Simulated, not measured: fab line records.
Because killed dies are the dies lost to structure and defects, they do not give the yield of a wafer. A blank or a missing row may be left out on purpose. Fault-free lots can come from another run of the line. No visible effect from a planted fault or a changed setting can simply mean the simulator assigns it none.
Chamber matching || flow gf180mcu || 4 sister chambers for GF_STI_CMP_25 on cmp-01
The step polishes, stops on Si3N4, t overpolish 33 s, target thk 524.6 nm. 8 wafers are shown with their chamber, then 12 later ones without.

## WAFERS WITH THEIR CHAMBER
{"wafer": "L086.6", "chamber": 2, "motorCurrentA (A)": 11.5, "timeToEndpointS (s)": 120}
{"wafer": "L087.1", "chamber": 2, "motorCurrentA (A)": 11.5, "timeToEndpointS (s)": 119}
{"wafer": "L089.2", "chamber": 1, "motorCurrentA (A)": 11.9, "timeToEndpointS (s)": 128}
{"wafer": "L089.4", "chamber": 3, "motorCurrentA (A)": 12.9, "timeToEndpointS (s)": 134}
{"wafer": "L089.5", "chamber": 0, "motorCurrentA (A)": 12.5, "timeToEndpointS (s)": 131}
{"wafer": "L090.1", "chamber": 0, "motorCurrentA (A)": 12.4, "timeToEndpointS (s)": 123}
{"wafer": "L090.3", "chamber": 3, "motorCurrentA (A)": 14.2, "timeToEndpointS (s)": 122}
{"wafer": "L090.6", "chamber": 1, "motorCurrentA (A)": 11.6, "timeToEndpointS (s)": 127}

## WAFERS MISSING THEIR CHAMBER
{"wafer": "L090.2", "motorCurrentA (A)": 11.8, "timeToEndpointS (s)": 124}
{"wafer": "L090.4", "motorCurrentA (A)": 11.4, "timeToEndpointS (s)": 121}
{"wafer": "L090.5", "motorCurrentA (A)": 11.9, "timeToEndpointS (s)": 128}
{"wafer": "L092.1", "motorCurrentA (A)": 12.7, "timeToEndpointS (s)": 124}
{"wafer": "L092.2", "motorCurrentA (A)": 11.4, "timeToEndpointS (s)": 122}
{"wafer": "L092.4", "motorCurrentA (A)": 13.2, "timeToEndpointS (s)": 120}
{"wafer": "L093.1", "motorCurrentA (A)": 14.0, "timeToEndpointS (s)": 125}
{"wafer": "L093.2", "motorCurrentA (A)": 12.9, "timeToEndpointS (s)": 133}
{"wafer": "L093.5", "motorCurrentA (A)": 12.6, "timeToEndpointS (s)": 124}
{"wafer": "L094.1", "motorCurrentA (A)": 12.3, "timeToEndpointS (s)": 128}
{"wafer": "L094.4", "motorCurrentA (A)": 12.2, "timeToEndpointS (s)": 129}
{"wafer": "L094.6", "motorCurrentA (A)": 12.8, "timeToEndpointS (s)": 124}

## CHAMBER TAKEN BY EACH
{"wafer": "L090.2", "from the rows above": "can't be placed: 1 or 2 or 0", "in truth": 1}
{"wafer": "L090.4", "from the rows above": "can't be placed: 2 or 1", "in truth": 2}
{"wafer": "L090.5", "from the rows above": "can't be placed: 1 or 0 or 2", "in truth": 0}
{"wafer": "L092.1", "from the rows above": "can't be placed: 0 or 3 or 1 or 2", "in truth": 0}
{"wafer": "L092.2", "from the rows above": "can't be placed: 2 or 1 or 0", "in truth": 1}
{"wafer": "L092.4", "from the rows above": "can't be placed: 3 or 0 or 1 or 2", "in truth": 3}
{"wafer": "L093.1", "from the rows above": 3, "in truth": 3}
{"wafer": "L093.2", "from the rows above": "can't be placed: 0 or 3 or 1", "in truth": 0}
{"wafer": "L093.5", "from the rows above": "can't be placed: 0 or 1 or 3 or 2", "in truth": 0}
{"wafer": "L094.1", "from the rows above": "can't be placed: 0 or 1 or 2", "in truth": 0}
{"wafer": "L094.4", "from the rows above": "can't be placed: 0 or 1 or 2", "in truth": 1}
{"wafer": "L094.6", "from the rows above": "can't be placed: 0 or 3 or 1 or 2", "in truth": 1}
Correct placement for 1 of the 12. Cannot be placed on the basis of these rows: 11; the candidates contain the true chamber in 11. Placed wrongly: 0.
How it was worked out, from the rows above alone: a wafer's distance from a chamber is the root of the sum, over the readings, of the square of ((its reading less the chamber's mean) divided by the reading's scatter). If the next closest chamber is less than 2 further off than the closest, the wafer can't be placed; otherwise it belongs to the closest. For every chamber, the mean is computed from those of its wafers that are shown. How the scatter is found: for the shown wafers, subtract from each reading the mean of its chamber, square and add these, divide the total by (wafers less chambers), then take the root.
